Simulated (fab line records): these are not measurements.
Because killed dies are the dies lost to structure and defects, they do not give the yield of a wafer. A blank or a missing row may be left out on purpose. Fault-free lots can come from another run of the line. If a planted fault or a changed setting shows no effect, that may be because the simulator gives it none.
What tool caused it? -- flow sfq-line -- 45 wafers from 15 lots sampled at 3 of the route's 325 steps

WHAT EACH GAUGE READ, for each wafer
SFQ_I5_OVL_MEAS_936.
lot,measured,on,I5_OVL (nm)
L272,day 69 17:53,overlay-01,0 -1 -7
L273,day 70 11:14,overlay-02,6 5 8
L274,day 70 15:48,overlay-01,3 4 5
L275,day 71 08:13,overlay-01,1 -5 -1
L276,day 71 17:11,overlay-01,1 5 4
L278,day 73 18:23,overlay-01,0 -3 8
L279,day 73 23:11,overlay-02,-3 -4 5
L280,day 74 16:15,overlay-02,5 5 5
L281,day 74 17:27,overlay-02,9 15 9
L282,day 78 08:32,overlay-02,0 -1 -8
L283,day 78 18:08,overlay-02,- - -
L284,day 79 08:33,overlay-02,- - -
L285,day 79 14:40,overlay-02,- - -
L288,day 80 02:40,overlay-01,2 -3 9
L293,day 80 19:28,overlay-01,2 10 10

SFQ_M7_OVL_MEAS_945.
lot,measured,on,M7_OVL (nm)
L272,day 75 05:27,overlay-02,6 9 13
L273,day 75 11:12,overlay-02,3 1 2
L274,day 75 14:48,overlay-02,-4 0 -1
L275,day 76 06:35,overlay-01,2 -4 3
L276,day 76 18:09,overlay-02,-3 -5 3
L278,day 78 14:12,overlay-02,12 14 13
L279,day 79 01:16,overlay-02,0 3 -2
L280,day 86 06:41,overlay-01,10 13 8
L281,day 86 07:53,overlay-01,0 -7 -1
L282,day 86 10:17,overlay-01,1 4 3
L283,day 86 17:52,overlay-01,- - -
L284,day 87 01:17,overlay-01,- - -
L285,day 87 03:40,overlay-01,- - -
L288,day 87 14:28,overlay-02,3 -2 -1
L293,day 88 14:23,overlay-01,4 6 5

EACH LOT AND THE TOOL THAT RAN IT (in order: tool; ch and the chambers of the sampled wafers; start)
lot,SFQ_TRILAYER_M0_LITHO_EXPOSE_022
L272,"krf-scanner-01 ch 0, day 12 09:34"
L273,"krf-scanner-01 ch 0, day 12 19:10"
L274,"krf-scanner-01 ch 0, day 13 05:58"
L275,"krf-scanner-02 ch 0, day 14 00:41"
L276,"krf-scanner-02 ch 0, day 14 10:53"
L278,"krf-scanner-02 ch 0, day 15 08:41"
L279,"krf-scanner-02 ch 0, day 15 18:17"
L280,"krf-scanner-01 ch 0, day 16 04:46"
L281,"krf-scanner-01 ch 0, day 16 14:22"
L282,"krf-scanner-02 ch 0, day 17 02:17"
L283,"krf-scanner-02, day 17 07:05"
L284,"krf-scanner-02, day 17 12:17"
L285,"krf-scanner-02, day 17 15:29"
L288,"krf-scanner-01 ch 0, day 18 14:37"
L293,"krf-scanner-02 ch 0, day 21 04:16"
- SFQ_TRILAYER_M0_LITHO_EXPOSE_022: exposes mask M0, target cd 500 nm.

WHAT THE TOOLS THEMSELVES READ (means of the sampled wafers that have a number; where no wafer has one, the mark that the record gives instead)
SFQ_TRILAYER_M0_LITHO_EXPOSE_022.
lot,tool,exposure-dose-mJ-cm2,focus-offset-nm (nm)
L272,krf-scanner-01,14.410,0.2
L273,krf-scanner-01,14.394,-0.7
L274,krf-scanner-01,14.398,-0.2
L275,krf-scanner-02,14.388,0.3
L276,krf-scanner-02,14.418,-0.3
L278,krf-scanner-02,14.401,0.1
L279,krf-scanner-02,14.416,0.6
L280,krf-scanner-01,14.391,-0.2
L281,krf-scanner-01,14.381,0.5
L282,krf-scanner-02,14.415,0.1
L283,krf-scanner-02,-,-
L284,krf-scanner-02,-,-
L285,krf-scanner-02,-,-
L288,krf-scanner-01,14.378,-0.0
L293,krf-scanner-02,14.399,-0.2

THE ANSWER, worked out from the rows above alone
Rule: the usual values come from the lots themselves. The widest of any qualifying gaps counts: lots, ordered by their means at a reading, are off when they make up no more than a third of the lots, leave a main group of 4 or more, and stand apart from it by 3 or more times the standard deviation of that group's means. A main group whose means are all the same, to the digits that the tables above print for the reading, isn't used. A lot without any number at a reading at which 4 lots or more have one is off too. The other lots that the step has rows for count as sound. After the gauges, taken in route order, come the tools' own readings; for these a lot's mean is taken, as printed above. At the first step where some lot is off, the reading lying furthest off is the one used; lots without a number count as furthest.
Off: L283, L284, L285, at SFQ_I5_OVL_MEAS_936 (I5_OVL). Without a number there: L283, L284, L285. Main group: mean 3 nm, sd 4.1.
If a tool, at a process step before that reading, ran all the lots that are off and no sound lot after the first of them, it fits. Not tried: the gauges at SFQ_I5_OVL_MEAS_936; whatever is off there is also off at SFQ_M7_OVL_MEAS_945, on other tools, and gauge error can't account for it. None of those tried fits.

WHAT THE SIMULATOR HAD INSERTED
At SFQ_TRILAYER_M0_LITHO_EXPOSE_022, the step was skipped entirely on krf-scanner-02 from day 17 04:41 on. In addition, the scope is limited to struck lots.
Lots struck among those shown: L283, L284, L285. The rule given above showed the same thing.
